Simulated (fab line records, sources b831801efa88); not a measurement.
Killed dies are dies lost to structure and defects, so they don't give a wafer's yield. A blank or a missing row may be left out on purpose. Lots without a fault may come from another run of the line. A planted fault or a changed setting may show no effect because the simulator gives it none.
Which tool did it? | flow sky130 | 12 lots, 36 wafers sampled, at 5 steps of a route of 708

WHAT THE GAUGES READ, wafer by wafer
SKY_NWELL_RS_MEAS_29: measures by four-point-probe.
lot  | measured    | on            | NWELL_RS (ohm/sq)
L140 | day 5 04:57 | film_metro-02 | 623.5 625.0 625.5
L141 | day 5 11:42 | film_metro-02 | 623.2 623.1 624.4
L143 | day 6 01:07 | film_metro-03 | 624.7 624.8 625.1
L144 | day 6 08:50 | film_metro-02 | 625.2 626.5 625.6
L146 | day 6 14:35 | film_metro-02 | 624.0 624.6 624.4
L148 | day 7 09:55 | film_metro-02 | 626.2 626.9 627.8
L151 | day 8 05:31 | film_metro-03 | 623.0 624.6 622.7
L152 | day 8 10:23 | film_metro-02 | 624.0 622.8 625.0
L153 | day 8 13:05 | film_metro-03 | 626.2 624.1 625.3
L156 | day 9 07:28 | film_metro-04 | 630.7 632.1 631.8
L157 | day 9 15:16 | film_metro-04 | 626.0 626.3 624.5
L158 | day 9 23:29 | film_metro-02 | 635.3 635.5 636.9

SKY_VT_ADJUST_LVTN_TW_MEAS_10.
lot  | measured     | on            | VT_ADJUST_LVTN_TW
L140 | day 6 18:11  | film_metro-03 | 241.3 241.2 241.1
L141 | day 7 00:41  | film_metro-01 | 246.2 246.6 246.7
L143 | day 7 14:29  | film_metro-02 | 239.4 240.4 240.6
L144 | day 7 23:42  | film_metro-02 | 241.3 241.2 239.7
L146 | day 8 05:43  | film_metro-01 | 246.1 246.2 246.7
L148 | day 9 03:18  | film_metro-02 | 240.3 239.9 240.7
L151 | day 9 23:42  | film_metro-03 | 241.8 241.4 241.9
L152 | day 10 06:37 | film_metro-02 | 240.7 240.2 240.9
L153 | day 10 08:53 | film_metro-03 | 242.1 242.4 242.7
L156 | day 11 04:35 | film_metro-03 | 241.7 241.2 241.5
L157 | day 11 11:52 | film_metro-03 | 240.8 241.9 240.6
L158 | day 11 21:37 | film_metro-03 | 243.5 242.6 241.4

WHICH TOOL RAN EACH LOT (tool, then ch and the chambers of the sampled wafers, then the start)
lot  | SKY_FIELD_ISO_CMP_27         | SKY_NWELL_IMPLANT_11           | SKY_VT_ADJUST_LVTN_STRIP_09
L140 | cmp-02 ch 0,1,3, day 2 07:28 | implanter-03 ch 0, day 4 10:57 | plasma_asher-01 ch 0,1, day 6 18:05
L141 | cmp-02 ch 0,1,3, day 2 14:16 | implanter-03 ch 0, day 4 16:44 | plasma_asher-04 ch 0,1, day 7 00:34
L143 | cmp-01 ch 0,1,3, day 3 02:26 | implanter-04 ch 0, day 5 06:54 | plasma_asher-04 ch 0,1, day 7 14:22
L144 | cmp-02 ch 0,3, day 3 06:59   | implanter-04 ch 0, day 5 13:46 | plasma_asher-03 ch 0,1, day 7 23:36
L146 | cmp-01 ch 2,3, day 3 14:28   | implanter-03 ch 0, day 5 19:11 | plasma_asher-01 ch 0,1, day 8 05:37
L148 | cmp-01 ch 2,3, day 4 05:57   | implanter-04 ch 0, day 6 14:07 | plasma_asher-01 ch 0,1, day 9 03:12
L151 | cmp-02 ch 0,1,3, day 4 21:14 | implanter-03 ch 0, day 7 08:49 | plasma_asher-01 ch 0,1, day 9 23:36
L152 | cmp-02 ch 0,1, day 5 03:04   | implanter-03 ch 0, day 7 13:14 | plasma_asher-04 ch 0,1, day 10 06:30
L153 | cmp-01 ch 0,1,3, day 5 06:53 | implanter-03 ch 0, day 7 16:36 | plasma_asher-01 ch 0,1, day 10 08:46
L156 | cmp-02 ch 1,2,3, day 5 21:16 | implanter-03 ch 0, day 8 09:30 | plasma_asher-03 ch 0,1, day 11 04:29
L157 | cmp-01 ch 0,1,3, day 6 03:34 | implanter-04 ch 0, day 8 17:11 | plasma_asher-01 ch 0,1, day 11 11:45
L158 | cmp-02 ch 1,2, day 6 09:05   | implanter-03 ch 0, day 9 00:46 | plasma_asher-04 ch 0,1, day 11 21:32
- SKY_FIELD_ISO_CMP_27: polishes, stops on Si3N4, t overpolish 16 s, target thk 457.8 nm.
- SKY_NWELL_IMPLANT_11
- SKY_VT_ADJUST_LVTN_STRIP_09: strips in O2/N2.

WHAT THE TOOLS THEMSELVES READ (means of the sampled wafers that have a number; where no wafer has one, the mark that the record gives instead)
SKY_FIELD_ISO_CMP_27.
lot  | tool   | motor_current_A (A) | overpolish_run_s (s) | time_to_endpoint_s (s)
L140 | cmp-02 | 10.9                | 15.997               | 109
L141 | cmp-02 | 11.0                | 15.997               | 111
L143 | cmp-01 | 11.4                | 16.007               | 109
L144 | cmp-02 | 10.9                | 16.002               | 111
L146 | cmp-01 | 11.8                | 15.996               | 108
L148 | cmp-01 | 12.0                | 16.011               | 108
L151 | cmp-02 | 10.8                | 16.000               | 110
L152 | cmp-02 | 11.4                | 15.997               | 108
L153 | cmp-01 | 11.3                | 15.995               | 106
L156 | cmp-02 | 12.6                | 15.998               | 106
L157 | cmp-01 | 11.4                | 15.998               | 110
L158 | cmp-02 | 13.8                | 16.007               | 110

SKY_NWELL_IMPLANT_11.
lot  | tool         | beam_energy_keV
L140 | implanter-03 | 399.96
L141 | implanter-03 | 399.96
L143 | implanter-04 | 400.18
L144 | implanter-04 | 400.01
L146 | implanter-03 | 400.15
L148 | implanter-04 | 400.04
L151 | implanter-03 | 400.05
L152 | implanter-03 | 400.09
L153 | implanter-03 | 399.94
L156 | implanter-03 | 374.45
L157 | implanter-04 | 400.02
L158 | implanter-03 | 374.48

SKY_VT_ADJUST_LVTN_STRIP_09.
lot  | tool            | drypump_motor_current_A (A) | oes_product_au (a.u.) | strip_time_to_endpoint_s (s)
L140 | plasma_asher-01 | 6.3                         | 0.726                 | 36.84
L141 | plasma_asher-04 | 5.5                         | 0.725                 | 36.84
L143 | plasma_asher-04 | 5.8                         | 0.725                 | 37.08
L144 | plasma_asher-03 | 5.8                         | 0.720                 | 37.15
L146 | plasma_asher-01 | 6.4                         | 0.725                 | 36.80
L148 | plasma_asher-01 | 6.4                         | 0.726                 | 37.02
L151 | plasma_asher-01 | 6.4                         | 0.722                 | 36.93
L152 | plasma_asher-04 | 5.7                         | 0.721                 | 37.06
L153 | plasma_asher-01 | 6.3                         | 0.719                 | 36.96
L156 | plasma_asher-03 | 5.6                         | 0.720                 | 36.88
L157 | plasma_asher-01 | 6.3                         | 0.721                 | 36.93
L158 | plasma_asher-04 | 5.5                         | 0.722                 | 36.94

THE ANSWER, worked out from the rows above alone
Rule: what is usual is taken from the lots themselves. Put in order of their means at a reading, lots are off if they are a third of the lots or fewer, leave a main group of 4 or more, and stand apart from it by a gap of 3 or more times the standard deviation of the main group's means; of several such gaps the widest counts. A main group whose means are all the same, to the digits that the tables above print for the reading, isn't used. A lot without any number at a reading at which 4 lots or more have one is off too. The other lots that the step has rows for count as sound. The gauges are gone through in route order, then the tools' own readings, and for those a lot's mean is taken as printed above. The first step at which some lot is off is used, and at that step the reading that is off furthest; a lot without a number counts as furthest.
Off: L156, L158, at SKY_NWELL_RS_MEAS_29 (NWELL_RS). The main group: mean 624.8 ohm/sq, standard deviation 1.
A tool fits if, at a process step before that reading, it ran every lot that is off, and no sound lot after the first of them. The gauges at SKY_NWELL_RS_MEAS_29 aren't tried: what is off there is off at SKY_NWELL_IMPLANT_11 too, on other tools, and a gauge's error can't cause that. Can't be told from this: 2 tools fit, cmp-02 at SKY_FIELD_ISO_CMP_27, implanter-03 at SKY_NWELL_IMPLANT_11.

WHAT THE SIMULATOR HAD PUT IN
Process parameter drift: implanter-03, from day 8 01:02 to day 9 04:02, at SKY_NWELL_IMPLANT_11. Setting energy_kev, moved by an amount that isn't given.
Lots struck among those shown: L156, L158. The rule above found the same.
